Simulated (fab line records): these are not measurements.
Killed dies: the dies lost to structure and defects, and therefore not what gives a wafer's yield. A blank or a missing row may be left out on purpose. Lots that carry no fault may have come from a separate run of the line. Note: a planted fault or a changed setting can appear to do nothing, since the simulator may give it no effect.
Which of the tools did it? + flow gf180mcu + Sampling: 12 lots, 36 wafers, 3 of 602 route steps

WHAT THE GAUGES SHOWED, per wafer
GF_VT_IMPLANT_TW_MEAS_43. Usual: VT_IMPLANT_4_TW 689, standard deviation 7.
| lot  | measured     | on            | VT_IMPLANT_4_TW | flag |
|------|--------------|---------------|-----------------|------|
| L459 | day 8 06:31  | film_metro-03 | 694 697 693     |      |
| L460 | day 8 13:10  | film_metro-04 | 687 692 688     |      |
| L470 | day 11 08:52 | film_metro-02 | 679 678 679     |      |
| L472 | day 11 20:13 | film_metro-02 | 683 683 679     |      |
| L473 | day 12 04:31 | film_metro-04 | 690 697 690     |      |
| L474 | day 12 09:46 | film_metro-02 | 684 682 682     |      |
| L476 | day 13 02:19 | film_metro-02 | 680 683 686     |      |
| L477 | day 13 06:46 | film_metro-02 | 686 687 683     |      |
| L479 | day 13 21:16 | film_metro-03 | 698 696 694     |      |
| L480 | day 14 05:25 | film_metro-04 | 698 693 692     |      |

EACH LOT AND THE TOOL THAT RAN IT (in order: tool; ch and the chambers of the sampled wafers; start)
| lot  | GF_STI_ETCH_14                  | GF_STI_STRIP_15                     |
|------|---------------------------------|-------------------------------------|
| L459 | rie_si-02 ch 2,3, day 2 13:44   | plasma_asher-04 ch 0,1, day 2 13:49 |
| L460 | rie_si-01 ch 0,1,2, day 2 18:40 | plasma_asher-01 ch 0,1, day 2 18:45 |
| L461 | rie_si-01 ch 0,1,3, day 2 22:53 | plasma_asher-01 ch 0,1, day 2 22:59 |
| L462 | rie_si-01 ch 0,1,3, day 3 05:11 | plasma_asher-01 ch 0,1, day 3 05:16 |
| L470 | rie_si-02 ch 0,1,3, day 4 21:05 | plasma_asher-01 ch 1, day 4 21:09   |
| L472 | rie_si-01 ch 0,1,2, day 5 06:53 | plasma_asher-04 ch 0,1, day 5 06:58 |
| L473 | rie_si-01 ch 1,2,3, day 5 12:22 | plasma_asher-04 ch 0, day 5 12:27   |
| L474 | rie_si-01 ch 1,2,3, day 5 17:14 | plasma_asher-02 ch 0,1, day 5 17:19 |
| L476 | rie_si-02 ch 0,3, day 6 04:23   | plasma_asher-04 ch 0,1, day 6 04:27 |
| L477 | rie_si-01 ch 0,1, day 6 08:28   | plasma_asher-02 ch 0,1, day 6 08:33 |
| L479 | rie_si-01 ch 0,1,3, day 6 18:58 | plasma_asher-04 ch 0,1, day 6 19:03 |
| L480 | rie_si-01 ch 1,2,3, day 7 01:53 | plasma_asher-02 ch 0,1, day 7 01:58 |
- GF_STI_ETCH_14: etches Si in HBr/Cl2/O2, target depth 360 nm, time 102.9 s.
- GF_STI_STRIP_15: strips in O2/N2.

AS READ BY THE TOOLS THEMSELVES (means over the sampled wafers that have a number; for cases with no such wafer, the mark the record gives instead)
GF_STI_ETCH_14. Usual: HBr_flow_sccm 150.0 sccm, standard deviation 0.44; O2_flow_sccm 6.002 sccm, standard deviation 0.016; drypump_motor_current_A 5.7 A, standard deviation 0.41; oes_product_au 0.999 a.u., standard deviation 0.017; throttle_valve_pct 25.656 %, standard deviation 0.015.
| lot  | tool      | HBr_flow_sccm (sccm) | O2_flow_sccm (sccm) | drypump_motor_current_A (A) | oes_product_au (a.u.) | throttle_valve_pct (%) | flag |
|------|-----------|----------------------|---------------------|-----------------------------|-----------------------|------------------------|------|
| L459 | rie_si-02 | 149.6                | 6.003               | 5.7                         | 1.000                 | 25.662                 |      |
| L460 | rie_si-01 | 150.5                | 6.003               | 5.8                         | 0.996                 | 25.656                 |      |
| L461 | rie_si-01 | -                    | -                   | -                           | -                     | -                      | OFF  |
| L462 | rie_si-01 | -                    | -                   | -                           | -                     | -                      | OFF  |
| L470 | rie_si-02 | 149.6                | 6.007               | 6.0                         | 0.995                 | 25.658                 |      |
| L472 | rie_si-01 | 150.2                | 6.004               | 5.8                         | 0.989                 | 25.661                 |      |
| L473 | rie_si-01 | 150.7                | 6.001               | 5.5                         | 0.996                 | 25.657                 |      |
| L474 | rie_si-01 | 150.1                | 5.997               | 5.4                         | 0.990                 | 25.657                 |      |
| L476 | rie_si-02 | 150.1                | 5.999               | 5.9                         | 0.999                 | 25.653                 |      |
| L477 | rie_si-01 | 150.4                | 6.013               | 5.9                         | 1.025                 | 25.650                 |      |
| L479 | rie_si-01 | 150.0                | 6.009               | 5.5                         | 1.020                 | 25.642                 |      |
| L480 | rie_si-01 | 149.8                | 6.004               | 5.4                         | 0.995                 | 25.648                 |      |

GF_STI_STRIP_15. Usual: drypump_motor_current_A 5.8 A, standard deviation 0.42; heater_power_w 309 W, standard deviation 32; oes_product_au 0.379 a.u., standard deviation 0.0051; strip_time_to_endpoint_s 3.63 s, standard deviation 0.068.
| lot  | tool            | drypump_motor_current_A (A) | heater_power_w (W) | oes_product_au (a.u.) | strip_time_to_endpoint_s (s) | flag |
|------|-----------------|-----------------------------|--------------------|-----------------------|------------------------------|------|
| L459 | plasma_asher-04 | 5.6                         | 288                | 0.376                 | 3.60                         |      |
| L460 | plasma_asher-01 | 5.6                         | 337                | 0.378                 | 3.67                         |      |
| L461 | plasma_asher-01 | 5.6                         | 305                | 0.429                 | 4.81                         | OFF  |
| L462 | plasma_asher-01 | 5.6                         | 307                | 0.429                 | 4.79                         | OFF  |
| L470 | plasma_asher-01 | 5.7                         | 354                | 0.377                 | 3.59                         |      |
| L472 | plasma_asher-04 | 5.5                         | 297                | 0.379                 | 3.60                         |      |
| L473 | plasma_asher-04 | 5.5                         | 305                | 0.382                 | 3.63                         |      |
| L474 | plasma_asher-02 | 6.4                         | 327                | 0.375                 | 3.61                         |      |
| L476 | plasma_asher-04 | 5.5                         | 306                | 0.380                 | 3.68                         |      |
| L477 | plasma_asher-02 | 6.5                         | 307                | 0.375                 | 3.59                         |      |
| L479 | plasma_asher-04 | 5.5                         | 304                | 0.383                 | 3.68                         |      |
| L480 | plasma_asher-02 | 6.5                         | 303                | 0.380                 | 3.72                         |      |

THE ANSWER, worked out from the rows above alone
Rule: a lot is off if the mean of its wafers that have a number lies more than 3 standard deviations from the usual mean. A lot without any number at a reading at which 4 lots or more have one is off too. Any other lot the step has rows for is counted as sound. First the gauges in route order, then the tools' own readings, where a lot's mean is used as printed above. At the first step where some lot is off, the reading lying furthest off is the one used; lots without a number count as furthest.
Off: L461, L462, at GF_STI_ETCH_14 (HBr_flow_sccm). Without a number there: L461, L462.
If a tool, at that step or one of the process steps before it, ran each lot that is off and ran no sound lot following the first of them, it fits. Not one of the candidates tried fits.

WHAT HAD BEEN PUT IN BY THE SIMULATOR
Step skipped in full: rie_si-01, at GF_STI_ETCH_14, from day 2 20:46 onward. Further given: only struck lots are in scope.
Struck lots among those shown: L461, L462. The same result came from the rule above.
